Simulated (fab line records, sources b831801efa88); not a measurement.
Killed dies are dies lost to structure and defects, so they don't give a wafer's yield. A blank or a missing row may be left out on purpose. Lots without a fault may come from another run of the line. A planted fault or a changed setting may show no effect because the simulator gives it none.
Which tool did it? | flow gf180mcu | 12 lots, 36 wafers sampled, at 5 steps of a route of 602

WHAT THE GAUGES READ, wafer by wafer
GF_M1_THK_MEAS_06: measures by xrf. Usual: M1_ALCU_THK 458 nm, standard deviation 5.3.
lot  | measured     | on            | M1_ALCU_THK (nm) | flag
L418 | day 16 02:52 | film_metro-02 | 462 468 462      |
L421 | day 17 07:29 | film_metro-02 | 456 458 453      |
L424 | day 18 13:44 | film_metro-01 | 466 463 465      |
L425 | day 18 23:50 | film_metro-04 | 446 447 449      |
L426 | day 19 06:58 | film_metro-01 | 458 458 459      |
L434 | day 22 04:38 | film_metro-01 | 466 464 459      |
L435 | day 22 09:46 | film_metro-02 | 458 463 459      |
L437 | day 23 00:34 | film_metro-01 | 460 466 459      |
L438 | day 23 10:52 | film_metro-01 | 464 462 461      |
L439 | day 23 16:56 | film_metro-04 | 447 448 446      |
L440 | day 23 23:12 | film_metro-01 | 457 456 454      |
L441 | day 24 05:23 | film_metro-04 | 458 454 459      |

GF_V1_CD_MEAS_14: target cd 260 nm. Usual: cd_nm 260.2 nm, standard deviation 1.1.
lot  | measured     | on        | cd_nm (nm)        | flag
L418 | day 18 01:20 | cd_sem-01 | 259.2 260.4 261.2 |
L421 | day 19 09:43 | cd_sem-02 | 260.2 259.7 259.7 |
L424 | day 20 15:11 | cd_sem-02 | 260.5 261.7 260.9 |
L425 | day 21 02:19 | cd_sem-01 | 258.0 259.6 257.6 |
L426 | day 21 09:05 | cd_sem-02 | 259.3 260.3 260.0 |
L434 | day 24 03:35 | cd_sem-01 | 263.9 259.9 258.9 |
L435 | day 24 08:29 | cd_sem-01 | 263.0 260.5 263.7 |
L437 | day 24 22:21 | cd_sem-02 | 261.2 261.3 261.7 |
L438 | day 25 08:15 | cd_sem-02 | 258.4 258.7 258.8 |
L439 | day 25 13:25 | cd_sem-02 | 259.7 260.6 260.8 |
L440 | day 25 19:28 | cd_sem-02 | 260.4 260.5 260.8 |
L441 | day 26 01:43 | cd_sem-01 | 261.4 260.2 260.7 |

WHICH TOOL RAN EACH LOT (tool, then ch and the chambers of the sampled wafers, then the start)
lot  | GF_M1_METAL_ETCH_16               | GF_M1_STRIP_17                       | GF_V1_PEB_12
L418 | rie_metal-02 ch 0,1, day 17 01:00 | plasma_asher-03 ch 0,1, day 17 01:08 | litho_track-03 ch 0, day 18 00:59
L421 | rie_metal-01 ch 0,1, day 18 07:29 | plasma_asher-04 ch 0,1, day 18 07:37 | litho_track-04 ch 0, day 19 09:22
L424 | rie_metal-02 ch 0,1, day 19 13:59 | plasma_asher-02 ch 0,1, day 19 14:06 | litho_track-03 ch 0, day 20 14:50
L425 | rie_metal-02 ch 0,1, day 20 00:38 | plasma_asher-02 ch 0,1, day 20 00:45 | litho_track-02 ch 0, day 21 01:59
L426 | rie_metal-02 ch 0,1, day 20 07:20 | plasma_asher-02 ch 0,1, day 20 07:28 | litho_track-03 ch 0, day 21 08:44
L434 | rie_metal-03 ch 0,1, day 23 03:50 | plasma_asher-03 ch 0,1, day 23 03:58 | litho_track-03 ch 0, day 24 03:14
L435 | rie_metal-02 ch 0, day 23 08:54   | plasma_asher-02 ch 0,1, day 23 09:09 | litho_track-03 ch 0, day 24 08:08
L437 | rie_metal-02 ch 0, day 23 23:29   | plasma_asher-02 ch 1, day 23 23:37   | litho_track-02 ch 0, day 24 22:00
L438 | rie_metal-02 ch 0,1, day 24 09:17 | plasma_asher-04 ch 0,1, day 24 09:25 | litho_track-02 ch 0, day 25 07:54
L439 | rie_metal-03 ch 0,1, day 24 14:59 | plasma_asher-02 ch 0,1, day 24 15:07 | litho_track-02 ch 0, day 25 13:05
L440 | rie_metal-03 ch 0, day 24 21:03   | plasma_asher-04 ch 0,1, day 24 21:11 | litho_track-02 ch 0, day 25 19:08
L441 | rie_metal-02 ch 0, day 25 03:09   | plasma_asher-04 ch 0,1, day 25 03:16 | litho_track-02 ch 0, day 26 01:23
- GF_M1_METAL_ETCH_16: etches the open film in Cl2/BCl3, stops on SiO2, target depth 750.8 nm, time 125.1 s.
- GF_M1_STRIP_17: strips in O2/N2.
- GF_V1_PEB_12: peb time 90 s.

WHAT THE TOOLS THEMSELVES READ (means of the sampled wafers that have a number; where no wafer has one, the mark that the record gives instead)
GF_M1_METAL_ETCH_16. Usual: drypump_motor_current_A 5.7 A, standard deviation 0.31; oes_product_au 0.989 a.u., standard deviation 0.0059; throttle_valve_pct 28.231 %, standard deviation 0.011.
lot  | tool         | drypump_motor_current_A (A) | oes_product_au (a.u.) | throttle_valve_pct (%) | flag
L418 | rie_metal-02 | 5.6                         | 0.987                 | 28.230                 |
L421 | rie_metal-01 | 5.9                         | 0.992                 | 28.231                 |
L424 | rie_metal-02 | 5.6                         | 0.987                 | 28.230                 |
L425 | rie_metal-02 | 5.6                         | 0.985                 | 28.239                 |
L426 | rie_metal-02 | 5.6                         | 0.996                 | 28.238                 |
L434 | rie_metal-03 | 5.5                         | 0.988                 | 28.222                 |
L435 | rie_metal-02 | 5.4                         | 0.991                 | 28.233                 |
L437 | rie_metal-02 | 5.4                         | 0.988                 | 28.221                 |
L438 | rie_metal-02 | 5.6                         | 0.992                 | 28.215                 |
L439 | rie_metal-03 | 5.7                         | 0.993                 | 28.233                 |
L440 | rie_metal-03 | 5.8                         | 0.993                 | 28.235                 |
L441 | rie_metal-02 | 5.4                         | 0.988                 | 28.224                 |

GF_M1_STRIP_17. Usual: drypump_motor_current_A 5.8 A, standard deviation 0.4; heater_power_w 345 W, standard deviation 41; oes_product_au 0.538 a.u., standard deviation 0.005; strip_time_to_endpoint_s 7.41 s, standard deviation 0.048.
lot  | tool            | drypump_motor_current_A (A) | heater_power_w (W) | oes_product_au (a.u.) | strip_time_to_endpoint_s (s) | flag
L418 | plasma_asher-03 | 5.5                         | 352                | 0.540                 | 7.40                         |
L421 | plasma_asher-04 | 6.3                         | 331                | 0.536                 | 7.41                         |
L424 | plasma_asher-02 | 5.6                         | 379                | 0.537                 | 7.38                         |
L425 | plasma_asher-02 | 5.7                         | 332                | 0.538                 | 7.46                         |
L426 | plasma_asher-02 | 5.5                         | 370                | 0.540                 | 7.39                         |
L434 | plasma_asher-03 | 5.8                         | 358                | 0.542                 | 7.39                         |
L435 | plasma_asher-02 | 5.7                         | 333                | 0.541                 | 7.45                         |
L437 | plasma_asher-02 | 5.5                         | 419                | 0.541                 | 7.43                         |
L438 | plasma_asher-04 | 6.1                         | 326                | 0.541                 | 7.40                         |
L439 | plasma_asher-02 | 5.5                         | 376                | 0.534                 | 7.36                         |
L440 | plasma_asher-04 | 6.0                         | 325                | 0.535                 | 7.34                         |
L441 | plasma_asher-04 | 6.1                         | 327                | 0.535                 | 7.41                         |

GF_V1_PEB_12. Usual: chill_plate_temp_C 22.98 C, standard deviation 0.11.
lot  | tool           | chill_plate_temp_C (C) | flag
L418 | litho_track-03 | 22.95                  |
L421 | litho_track-04 | 22.98                  |
L424 | litho_track-03 | 22.84                  |
L425 | litho_track-02 | 22.99                  |
L426 | litho_track-03 | 22.89                  |
L434 | litho_track-03 | 22.94                  |
L435 | litho_track-03 | 22.95                  |
L437 | litho_track-02 | 22.91                  |
L438 | litho_track-02 | 23.10                  |
L439 | litho_track-02 | 23.08                  |
L440 | litho_track-02 | 23.05                  |
L441 | litho_track-02 | 22.89                  |

THE ANSWER, worked out from the rows above alone
Rule: a lot is off if the mean of its wafers that have a number lies more than 3 standard deviations from the usual mean. A lot without any number at a reading at which 4 lots or more have one is off too. The other lots that the step has rows for count as sound. The gauges are gone through in route order, then the tools' own readings, and for those a lot's mean is taken as printed above. The first step at which some lot is off is used, and at that step the reading that is off furthest; a lot without a number counts as furthest.
No lot is off at any reading shown: from this, nothing can be told.

WHAT THE SIMULATOR HAD PUT IN
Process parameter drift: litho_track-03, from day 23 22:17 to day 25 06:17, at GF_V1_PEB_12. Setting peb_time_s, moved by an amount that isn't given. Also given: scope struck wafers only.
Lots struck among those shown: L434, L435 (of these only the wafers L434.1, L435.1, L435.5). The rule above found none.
